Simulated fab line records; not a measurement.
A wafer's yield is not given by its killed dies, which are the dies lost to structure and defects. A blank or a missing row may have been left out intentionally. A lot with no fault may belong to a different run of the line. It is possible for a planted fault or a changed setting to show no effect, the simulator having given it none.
The same fault as seen by 2 desks	flow sky130	what lay behind the numbers comes last; until then each desk has only its own

## FROM THE METROLOGY DESK
What the gauges read for every lot (on any tool): the sampled wafers with a number, averaged. Any lot whose mean is over 4 standard deviations away from the usual mean is out of limits and marked OUT; that distance is given in the brackets.
Columns: A = RES_XHIGH_RS at SKY_SD_N_RS_MEAS_18, usual 333.1 ohm/sq
lot	first seen here	A
L859	day 28 00:50	331.8
L861	day 28 23:59	333.3
L862	day 29 08:53	334.3
L864	day 29 18:25	332.0
L863	day 29 21:55	331.9
L865	day 30 08:45	332.2
L874	day 34 06:28	335.2
L875	day 34 11:41	332.5
L877	day 34 20:17	334.7
L878	day 34 20:56	332.3
L879	day 35 07:52	334.0
L880	day 35 13:56	334.7
This desk's finding: nothing out of limits on any of the 12 lots.

## TOOL OWNER'S DESK, cvd w-01
The tool's own readings at SKY_VIA2_CVD_21 (deposits W, target thk 420 nm, time 126.4 s): means of the sampled wafers that have a number, for each lot that ran on this tool. Any lot whose mean is over 4 standard deviations away from the usual mean is out of limits and marked OUT; that distance is given in the brackets.
Columns: A = chamber pressure Torr at SKY_VIA2_CVD_21, usual 40.01 Torr; B = heater power w at SKY_VIA2_CVD_21, usual 879 W
lot	first seen here	A	B
L859	day 36 10:22	39.99	837
L862	day 37 17:09	40.03	877
L864	day 38 01:25	39.96	840
L863	day 38 04:53	41.45 (+17) OUT	859
L865	day 38 14:51	41.44 (+17) OUT	857
L874	day 42 03:24	40.04	808
L877	day 42 14:22	39.99	793
L879	day 43 01:38	40.00	794
L880	day 43 05:57	40.05	836
Finding of this desk: L863, L865 out of limits; the first was L863 at day 38 04:53, on chamber pressure Torr at SKY_VIA2_CVD_21. Within limits: L859, L862, L864, L874, L877, L879, L880.

## PUT TOGETHER
An alarm could have come from the tool owner's desk at day 38 04:53, on L863, L865.
Metrology desk: nothing out of limits seen.
The metrology desk has L863, L865 on record, within its limits.
Of the lots named, all ran SKY_VIA2_CVD_21 on cvd w-01.

## WHAT THE SIMULATOR HAD PUT IN
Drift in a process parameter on cvd w-01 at SKY_VIA2_CVD_21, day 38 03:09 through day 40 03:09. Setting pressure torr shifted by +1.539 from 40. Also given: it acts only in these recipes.
Lots struck among those shown: L863, L865.
Time in hours from fault onset to the first out-of-limits reading at each desk: the tool owner's desk, 2.
